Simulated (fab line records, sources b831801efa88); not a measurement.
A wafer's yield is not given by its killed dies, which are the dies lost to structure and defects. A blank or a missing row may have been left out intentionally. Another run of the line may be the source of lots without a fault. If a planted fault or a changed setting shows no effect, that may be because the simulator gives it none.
Matching of chambers | flow sky130 | 4 sister chambers for SKY_POLY_GATE_ETCH_16 on rieDiel-02
The step etches Si3N4 in CH3F/O2, stops on poly-Si, time 147.5 s, target depth 75 nm. 14 wafers are shown with their chamber, then 7 later ones without.

EACH WAFER AND ITS CHAMBER
wafer  | chamber | drypumpMotorCurrentA (A) | biasW (W) | throttleValvePct (%)
L075.3 | 1       | 6.3                      | 80.01     | 10.539
L075.4 | 1       | 6.3                      | 79.62     | 10.521
L075.5 | 2       | 6.5                      | 79.84     | 10.537
L080.1 | 0       | 5.1                      | 80.22     | 10.526
L080.3 | 1       | 6.3                      | 79.65     | 10.547
L080.4 | 1       | 6.3                      | 79.69     | 10.533
L086.2 | 1       | 6.3                      | 80.14     | 10.546
L086.5 | 0       | 5.1                      | 80.03     | 10.533
L086.6 | 3       | 5.5                      | 80.26     | 10.532
L088.1 | 3       | 5.5                      | 79.60     | 10.532
L088.3 | 1       | 6.3                      | 79.79     | 10.525
L088.4 | 0       | 5.1                      | 80.29     | 10.528
L091.2 | 0       | 5.1                      | 80.62     | 10.520
L091.4 | 2       | 6.4                      | 79.85     | 10.525

SIGNATURES, as means of the wafers listed above
reading              | chamber 0 | chamber 1 | chamber 2 | chamber 3 | scatter within a chamber
drypumpMotorCurrentA | 5.100     | 6.300     | 6.450     | 5.500     | 0.0224
biasW                | 80.2900   | 79.8167   | 79.8450   | 79.9300   | 0.25
throttleValvePct     | 10.52675  | 10.53517  | 10.53100  | 10.53200  | 0.0086
Rule: for a wafer and a chamber, the distance is found by dividing, reading by reading, the gap between the wafer's reading and the chamber's mean by the reading's scatter, squaring, summing and taking the root. The wafer belongs to the nearest chamber; if the next one is less than 2 further off, it can't be placed. The scatter: take each reading less its chamber's mean, square it, sum over the shown wafers, divide by the number of wafers less the number of chambers, and take the root.

WAFERS WITHOUT THEIR CHAMBER
wafer  | drypumpMotorCurrentA (A) | biasW (W) | throttleValvePct (%)
L091.5 | 5.1                      | 79.85     | 10.517
L093.2 | 5.5                      | 79.73     | 10.545
L093.3 | 6.4                      | 80.14     | 10.546
L093.5 | 5.1                      | 80.14     | 10.528
L096.3 | 6.3                      | 79.96     | 10.549
L096.4 | 5.1                      | 79.84     | 10.539
L096.5 | 5.5                      | 80.19     | 10.534

WHICH CHAMBER EACH ONE RAN IN
wafer  | from the rows above     | in truth
L091.5 | 0                       | 0
L093.2 | 3                       | 3
L093.3 | can't be placed: 2 or 1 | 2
L093.5 | 0                       | 0
L096.3 | 1                       | 1
L096.4 | 0                       | 0
L096.5 | 3                       | 3
Correctly placed: 6 of 7. Not placeable from these rows: 1 (in 1, the candidates include the true chamber). Number placed wrongly: 0.
